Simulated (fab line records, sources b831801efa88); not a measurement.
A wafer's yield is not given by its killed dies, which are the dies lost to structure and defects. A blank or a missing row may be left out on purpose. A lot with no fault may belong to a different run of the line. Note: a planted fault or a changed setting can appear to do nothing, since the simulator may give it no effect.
A single fault, viewed from 2 desks + flow gf180mcu + what lay behind the numbers comes last; until then each desk has only its own

== AT THE TOOL OWNER'S DESK: pvd_sputter-04 ==
The tool's own readings at GF_M3_SPUTTER_04 (material TiN, target thk 50 nm, time 41.7 s): means of the sampled wafers that have a number, for each lot that ran on this tool. The brackets show how far a lot's mean lies from the usual mean; more than 4 standard deviations puts the lot out of limits, marked OUT.
Columns: A = throttle_valve_pct at GF_M3_SPUTTER_04, usual 30.0 %
| lot  | first seen here | A    |
|------|-----------------|------|
| L405 | day 20 16:41    | 29.5 |
| L415 | day 24 03:53    | 29.9 |
| L427 | day 28 02:11    | 29.1 |
This desk's finding: nothing out of limits on any of the 3 lots.

== METROLOGY DESK ==
What the gauges read, lot by lot, whatever tool the lot ran on: means of the sampled wafers that have a number. The brackets show how far a lot's mean lies from the usual mean; more than 4 standard deviations puts the lot out of limits, marked OUT.
Columns: A = V2_CVD_00_THK at GF_V2_THK_MEAS_01, usual 596 nm; B = V2_BOW at GF_V2_BOW_MEAS_05, usual 98 um; C = M3_ALCU_RS at GF_M3_RS_MEAS_05, usual 0.0694 ohm/sq
| lot  | first seen here | A   | B   | C      |
|------|-----------------|-----|-----|--------|
| L404 | day 19 01:38    | 599 | 101 | 0.0685 |
| L405 | day 19 14:44    | 600 | 102 | 0.0692 |
| L406 | day 19 22:21    | 598 | 111 | 0.0691 |
| L407 | day 20 09:20    | 602 | 98  | 0.0694 |
| L408 | day 20 14:14    | 595 | 104 | 0.0689 |
| L415 | day 23 02:56    | 590 | 88  | 0.0679 |
| L420 | day 24 15:19    | 598 | 98  | 0.0687 |
| L423 | day 25 18:07    | 590 | 102 | 0.0688 |
| L424 | day 26 05:02    | 598 | 98  | 0.0687 |
| L425 | day 26 16:46    | 587 | 92  | 0.0688 |
| L427 | day 27 02:44    | 593 | 94  | 0.0706 |
| L426 | day 27 04:51    | 602 | 97  | 0.0705 |
This desk's finding: nothing out of limits on any of the 12 lots.

== ALL TOGETHER ==
The desk of the tool owner found nothing out of limits.
Metrology desk: nothing out of limits seen.

== WHAT THE SIMULATOR HAD PUT IN ==
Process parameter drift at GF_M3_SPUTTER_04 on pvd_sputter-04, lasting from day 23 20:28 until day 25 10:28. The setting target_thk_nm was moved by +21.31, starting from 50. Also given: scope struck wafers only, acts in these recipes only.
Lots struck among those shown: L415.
